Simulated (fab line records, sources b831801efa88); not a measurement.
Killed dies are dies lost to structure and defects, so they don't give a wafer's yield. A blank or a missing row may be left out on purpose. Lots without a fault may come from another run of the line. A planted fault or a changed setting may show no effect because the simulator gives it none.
fab line records | flow sky130
record lots=14 wafers=40 last_day=50
route steps=708 shown VIA2@521 METAL3@532
lots that met no fault: from a run of the same line without faults
start_h: hours from the record's first day to the start of the lot's first wafer shown | wait_h: hours since the lot's step before | " the same as in the row above | L1.1+2: a row that stands for several wafers | - no value, or no start given | * or withheld: withheld | < > ~ a bound
route shown NAME@n: a module of which the file shows steps, and the number in the route of the first | usual: mean/standard deviation of fault-free wafers | same: alike in all rows | chamber/n: place in a boat | sites: the reading at each site | _std_site: their standard deviation | _edge_site: outer sites' mean less inner sites' | radius_mm: how far each site lies from the wafer's centre | mask NAME#n: copy n | behind: the tool/chamber that last shaped the wafer | hold: why the lot was held/for how many hours/how that ended | device: the transistor (n, p or np) that didn't switch | end of line: the same wafers' tests at the end of the route | a step without rows: its recipe alone | killed: dies lost to structure and defects at the first sort, not the wafer's yield | map: a wafer's dies, x killed, . not, _ none there
set.NAME: the setting as run; set.NAME@STEP: as run at that earlier step | model.NAME: the simulator's own value behind a step, which no gauge read
steps of the route over a sample of lots; a table a step, a row a wafer
services: from which hour (start_h, from the record's first day; less than 0 if before it) a tool's chamber was out of use, for how many hours, and why
## steps
# step SKY_VIA2_ETCH_14
# recipe chemistry=N2/H2 target=BARC ion_energy_ev=200 source_w=500 bias_w=100 pressure_mtorr=30 n2_flow_sccm=100 h2_flow_sccm=200 stop_on=SiO2 time_s=45.9 target_depth_a=600
# usual drypump_motor_current_A=5.9/0.36 oes_product_au=0.854/0.0044 throttle_valve_pct=13.223/0.0095
# same time_s=45.9
# columns lot.wafer tool chamber start_h wait_h drypump_motor_current_A oes_product_au rf_hours_counter_h throttle_valve_pct
L998.2 rie_diel-03 1 855.36 0.0 6.1 0.858 18 13.235
L998.4 " 2 " " 5.6 0.855 - 13.237
L998.6 " 0 " " 5.9 0.846 - 13.216
L999.1 rie_diel-04 3 861.55 0.0 5.9 0.856 1 13.221
L999.3 " 2 " " 6.1 0.855 20 13.226
L999.5 " 2 " " 6.1 0.856 - 13.211
L100.1 rie_diel-04 2 878.45 0.0 6.1 0.858 20 13.220
L100.5 " 1 " " 6.3 0.848 - 13.227
L100.6 " 0 " " 6.0 0.854 - 13.225
L101.1 rie_diel-01 2 880.94 0.0 5.3 0.856 23 13.212
L101.2 " 1 " " 6.2 0.857 7 13.233
L101.6 " 0 " " 5.5 0.854 - 13.209
L102.2 rie_diel-04 0 883.21 0.0 6.0 0.855 8 13.233
L102.3 " 1 " " 6.4 0.851 0 13.222
L102.5 " 0 " " 6.0 0.856 - 13.223
L103.3 rie_diel-03 3 896.65 0.0 6.5 0.854 1 13.236
L103.4 " 1 " " 6.2 0.846 19 13.228
L103.5 " 0 " " 5.9 0.852 - 13.223
L104.1 rie_diel-03 3 900.26 0.0 6.5 0.848 1 13.221
L104.4 " 2 " " 5.6 0.847 12 13.209
L104.5 " 1 " " 6.1 0.852 - 13.226
L105.2 rie_diel-03 0 906.00 0.0 5.9 0.848 13 13.213
L105.3 " 3 " " 6.5 0.862 1 13.236
L105.6 " 3 " " 6.5 0.852 - 13.206
L106.3 rie_diel-01 0 917.20 0.0 5.6 0.858 10 13.229
L106.5 " 2 " " 5.3 0.862 - 13.214
L106.6 " 3 " " 5.4 0.858 - 13.229
L107.1 rie_diel-03 3 928.35 0.0 6.5 0.851 2 13.220
L107.5 " 2 " " 5.6 0.859 - 13.219
L107.6 " 1 " " 6.2 0.852 - 13.233
L109.1 rie_diel-01 1 944.00 0.0 6.2 0.851 8 13.199
L109.3 " 2 " " 5.3 0.857 25 13.230
L109.5 " 1 " " 6.2 0.855 - 13.213
L110.3 rie_diel-01 1 945.05 0.0 6.2 0.857 8 13.202
L110.5 " 1 " " 6.2 0.861 - 13.214
L110.6 " 0 " " 5.5 0.845 - 13.214
L115.5 rie_diel-03 1 977.04 0.0 6.1 0.858 - 13.219
L115.6 " 2 " " 5.6 0.854 - 13.226
L118.1 rie_diel-04 2 996.45 0.0 6.1 0.854 2 13.225
L118.5 " 0 " " 6.0 0.861 - 13.219
# step SKY_METAL3_SPUTTER_00
# recipe material=Ti target_thk_nm=15 power_w=3000 time_s=10 chamber_pressure_pa=0.4
# usual chamber_pressure_pa=0.4000/0.00081 throttle_valve_pct=29.7/1.1
# same time_s=10
# columns lot.wafer tool chamber start_h wait_h chamber_pressure_pa throttle_valve_pct
L998.2 pvd_sputter-03 - 856.73 0.1 0.3988 27.9
L998.4 " - " " 0.3995 29.1
L998.6 " - " " 0.4016 28.8
L999.1 pvd_sputter-04 - 862.92 0.1 0.4014 28.9
L999.3 " - " " 0.3988 30.5
L999.5 " - " " 0.3998 31.0
L100.1 pvd_sputter-04 - 879.83 0.1 0.3993 28.9
L100.5 " - " " 0.4001 30.8
L100.6 " - " " 0.3999 28.9
L101.1 pvd_sputter-03 - 882.31 0.2 0.3999 28.8
L101.2 " - " " 0.4006 30.0
L101.6 " - " " 0.4003 30.0
L102.2 pvd_sputter-03 - 884.61 0.2 0.4011 29.8
L102.3 " - " " 0.3982 28.5
L102.5 " - " " 0.3994 29.4
L103.3 pvd_sputter-03 - 898.03 0.1 0.4010 29.1
L103.4 " - " " 0.3999 28.0
L103.5 " - " " 0.4012 29.8
L104.1 pvd_sputter-01 - 901.64 0.1 0.3991 31.9
L104.4 " - " " 0.4005 31.3
L104.5 " - " " 0.3997 31.9
L105.2 pvd_sputter-03 - 907.45 0.1 0.4000 29.8
L105.3 " - " " 0.4000 27.8
L105.6 " - " " 0.4000 30.1
L106.3 pvd_sputter-01 - 918.61 0.1 0.4005 29.3
L106.5 " - " " 0.3997 29.3
L106.6 " - " " 0.3987 31.9
L107.1 pvd_sputter-04 - 929.83 0.1 0.3993 30.7
L107.5 " - " " 0.3990 30.2
L107.6 " - " " 0.3993 29.8
L109.1 pvd_sputter-04 - 945.38 0.2 0.4007 30.3
L109.3 " - " " 0.3997 29.9
L109.5 " - " " 0.4005 30.5
L110.3 pvd_sputter-04 - 946.46 0.1 0.3998 30.5
L110.5 " - " " 0.4000 30.4
L110.6 " - " " 0.3980 30.8
L115.5 pvd_sputter-04 - 978.39 0.1 0.3995 28.9
L115.6 " - " " 0.3999 29.8
L118.1 pvd_sputter-03 - 998.57 0.2 0.3994 29.8
L118.5 " - " " 0.3994 28.8
# step SKY_METAL3_EXPOSE_10
# recipe mask_id=MM3 na=0.68 source_shape=annular sigma_inner=0.4 sigma_outer=0.8 target_cd_nm=300 dose_mj=28
# usual exposure_dose_mJ_cm2=27.999/0.029
# columns lot.wafer tool chamber start_h wait_h mask exposure_dose_mJ_cm2
L998.2 krf_scanner-02 0 896.94 - MM3#0 28.004
L998.4 " 0 " " MM3#0 27.928
L998.6 " 0 " " MM3#0 27.969
L999.1 krf_scanner-01 0 903.17 - MM3#0 27.964
L999.3 " 0 " " MM3#0 28.053
L999.5 " 0 " " MM3#0 27.998
L100.1 krf_scanner-02 0 918.47 - MM3#0 28.017
L100.5 " 0 " " MM3#0 28.006
L100.6 " 0 " " MM3#0 27.997
L101.1 krf_scanner-01 0 921.23 - MM3#0 27.985
L101.2 " 0 " " MM3#0 28.014
L101.6 " 0 " " MM3#0 28.027
L102.2 krf_scanner-02 0 923.15 - MM3#0 28.025
L102.3 " 0 " " MM3#0 28.023
L102.5 " 0 " " MM3#0 27.975
L103.3 krf_scanner-01 0 936.62 - MM3#0 28.031
L103.4 " 0 " " MM3#0 27.992
L103.5 " 0 " " MM3#0 28.010
L104.1 krf_scanner-02 0 939.28 - MM3#0 27.977
L104.4 " 0 " " MM3#0 28.021
L104.5 " 0 " " MM3#0 28.014
L105.2 krf_scanner-02 0 945.01 - MM3#0 27.989
L105.3 " 0 " " MM3#0 27.978
L105.6 " 0 " " MM3#0 27.977
L106.3 krf_scanner-01 0 957.31 - MM3#0 27.993
L106.5 " 0 " " MM3#0 28.000
L106.6 " 0 " " MM3#0 27.967
L107.1 krf_scanner-02 0 968.38 - MM3#0 27.990
L107.5 " 0 " " MM3#0 28.014
L107.6 " 0 " " MM3#0 27.978
L109.1 krf_scanner-02 0 983.04 - MM3#0 27.985
L109.3 " 0 " " MM3#0 27.985
L109.5 " 0 " " MM3#0 27.987
L110.3 krf_scanner-01 0 984.62 - MM3#0 27.977
L110.5 " 0 " " MM3#0 28.000
L110.6 " 0 " " MM3#0 28.002
L115.5 krf_scanner-01 0 1014.89 - MM3#0 27.995
L115.6 " 0 " " MM3#0 28.010
L118.1 krf_scanner-01 0 1033.97 - MM3#0 28.038
L118.5 " 0 " " MM3#0 28.038
# step SKY_METAL3_CD_MEAS_13
# recipe target_cd_nm=300
# usual cd_nm=300.1/1.4
# columns lot.wafer tool chamber start_h wait_h cd_nm
L998.2 cd_sem-01 - 909.81 - 299.4
L998.4 " - " " 299.5
L998.6 " - " " 300.6
L999.1 cd_sem-02 - 915.16 - 299.6
L999.3 " - " " 300.1
L999.5 " - " " 298.5
L100.1 cd_sem-01 - 930.84 - 298.1
L100.5 " - " " 298.1
L100.6 " - " " 298.7
L101.1 cd_sem-01 - 934.49 - 299.8
L101.2 " - " " 298.0
L101.6 " - " " 299.4
L102.2 cd_sem-01 - 935.68 - 301.6
L102.3 " - " " 300.2
L102.5 " - " " 300.2
L103.3 cd_sem-02 - 947.23 - 302.7
L103.4 " - " " 301.8
L103.5 " - " " 303.7
L104.1 cd_sem-02 - 951.49 - 300.7
L104.4 " - " " 300.1
L104.5 " - " " 300.6
L105.2 cd_sem-01 - 957.51 - 301.5
L105.3 " - " " 302.1
L105.6 " - " " 301.7
L106.3 cd_sem-02 - 969.43 - 302.2
L106.5 " - " " 301.3
L106.6 " - " " 301.3
L107.1 cd_sem-02 - 980.04 - 299.0
L107.5 " - " " 300.6
L107.6 " - " " 301.1
L109.1 cd_sem-02 - 994.59 - 300.1
L109.3 " - " " 298.5
L109.5 " - " " 299.1
L110.3 cd_sem-01 - 995.98 - 300.0
L110.5 " - " " 300.5
L110.6 " - " " 301.2
L115.5 cd_sem-02 - 1025.82 - 256.0
L115.6 " - " " 301.0
L118.1 cd_sem-02 - 1044.51 - 258.1
L118.5 " - " " 257.1
# step SKY_METAL3_STRIP_19
# recipe chemistry=O2/N2 power_w=1400 pressure_mtorr=1500 platen_temp_c=withheld o2_flow_sccm=3000 n2_flow_sccm=300 overash_fraction=0.5
# usual drypump_motor_current_A=5.9/0.49 oes_product_au=0.499/0.0054 strip_time_to_endpoint_s=6.45/0.075
# columns lot.wafer tool chamber start_h wait_h drypump_motor_current_A oes_product_au rf_hours_counter_h strip_time_to_endpoint_s
L998.2 plasma_asher-02 0 910.28 0.1 6.3 0.505 16 6.49
L998.4 " 1 " " 6.5 0.505 - 6.60
L998.6 " 0 " " 6.3 0.505 - 6.56
L999.1 plasma_asher-04 1 915.64 0.1 5.7 0.494 103 6.39
L999.3 " 0 " " 5.1 0.509 - 6.63
L999.5 " 0 " " 5.1 0.503 - 6.62
L100.1 plasma_asher-04 0 931.63 0.3 5.1 0.500 104 6.41
L100.5 " 0 " " 5.1 0.501 - 6.44
L100.6 " 1 " " 5.7 0.505 - 6.45
L101.1 plasma_asher-02 1 935.28 0.3 6.4 0.504 19 6.41
L101.2 " 0 " " 6.3 0.504 19 6.42
L101.6 " 0 " " 6.2 0.492 - 6.43
L102.2 plasma_asher-03 1 936.32 0.2 5.7 0.500 51 6.41
L102.3 " 1 " " 5.7 0.496 - 6.43
L102.5 " 0 " " 5.3 0.493 - 6.39
L103.3 plasma_asher-03 0 947.71 0.1 5.3 0.501 - 6.50
L103.4 " 1 " " 5.7 0.497 - 6.42
L103.5 " 1 " " 5.7 0.503 - 6.50
L104.1 plasma_asher-04 1 951.98 0.1 5.7 0.497 106 6.50
L104.4 " 0 " " 5.1 0.499 - 6.43
L104.5 " 1 " " 5.6 0.498 - 6.43
L105.2 plasma_asher-04 1 957.98 0.1 5.7 0.506 107 6.62
L105.3 " 1 " " 5.7 0.503 - 6.62
L105.6 " 0 " " 5.1 0.498 - 6.55
L106.3 plasma_asher-02 0 969.91 0.1 6.2 0.497 - 6.38
L106.5 " 1 " " 6.5 0.492 - 6.37
L106.6 " 0 " " 6.3 0.503 - 6.44
L107.1 plasma_asher-03 1 980.53 0.1 5.7 0.503 55 6.47
L107.5 " 0 " " 5.3 0.507 - 6.50
L107.6 " 1 " " 5.7 0.496 - 6.45
L109.1 plasma_asher-02 0 995.08 0.1 6.3 0.505 25 6.58
L109.3 " 1 " " 6.4 0.497 - 6.54
L109.5 " 1 " " 6.4 0.502 - 6.55
L110.3 plasma_asher-02 1 996.46 0.1 6.5 0.507 - 6.58
L110.5 " 1 " " 6.5 0.500 - 6.52
L110.6 " 0 " " 6.3 0.499 - 6.53
L115.5 plasma_asher-02 0 1026.47 0.1 6.3 0.493 - 6.35
L115.6 " 1 " " 6.5 0.493 - 6.33
L118.1 plasma_asher-04 0 1044.99 0.1 5.1 0.506 116 6.38
L118.5 " 0 " " 5.1 0.496 - 6.53
## services
# columns tool chamber start_h hours kind
krf_scanner-01 - 832.79 0.8 pm
rie_diel-03 - 834.61 1.2 repair
krf_scanner-02 - 835.18 1.0 pm
plasma_asher-04 - 843.59 2.9 repair
krf_scanner-02 - 848.95 0.8 pm
plasma_asher-02 - 851.93 4.4 repair
rie_diel-01 2 853.08 7.4 repair
rie_diel-03 0 866.18 6.6 repair
rie_diel-01 - 875.20 0.3 repair
plasma_asher-02 - 878.65 6.3 repair
pvd_sputter-04 - 880.82 6.8 repair
plasma_asher-04 - 890.12 5.9 repair
krf_scanner-01 - 893.64 1.3 pm
krf_scanner-02 - 899.50 1.3 pm
pvd_sputter-04 - 901.89 15.8 repair
rie_diel-01 - 909.07 6.1 repair
pvd_sputter-03 - 962.46 3.5 repair
krf_scanner-01 - 979.56 0.8 pm
krf_scanner-01 - 980.56 1.0 pm
krf_scanner-01 - 994.05 0.2 repair
plasma_asher-02 - 1001.97 5.1 repair
krf_scanner-02 - 1004.18 1.0 pm
pvd_sputter-03 - 1026.80 2.7 repair
rie_diel-03 - 1028.48 14.6 pm
## key
first_sign step=SKY_METAL3_CD_MEAS_13 reading=cd_nm direction=down sigmas=30 usual=300.1 struck=257.1
effect none on later readings
met_at SKY_METAL3_EXPOSE_10
struck_lots L115,L118
struck_wafers L115.5,L118.1,L118.5
sort_left_out L115.5,L118.1,L118.5
not_acting_at SKY_VIA2_ETCH_14,SKY_METAL3_SPUTTER_00,SKY_METAL3_STRIP_19
onset_between 984.62 1014.89
fault kind=process_parameter_drift tool=krf_scanner-01 chamber=- onset_h=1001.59 steps=SKY_METAL3_EXPOSE_10 channel=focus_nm offset=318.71 shape=step end_h=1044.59 scope=struck_wafers_only
# sort_left_out: the simulated sort isn't trusted on such a fault, so these wafers' sort isn't shown, and their yield isn't known
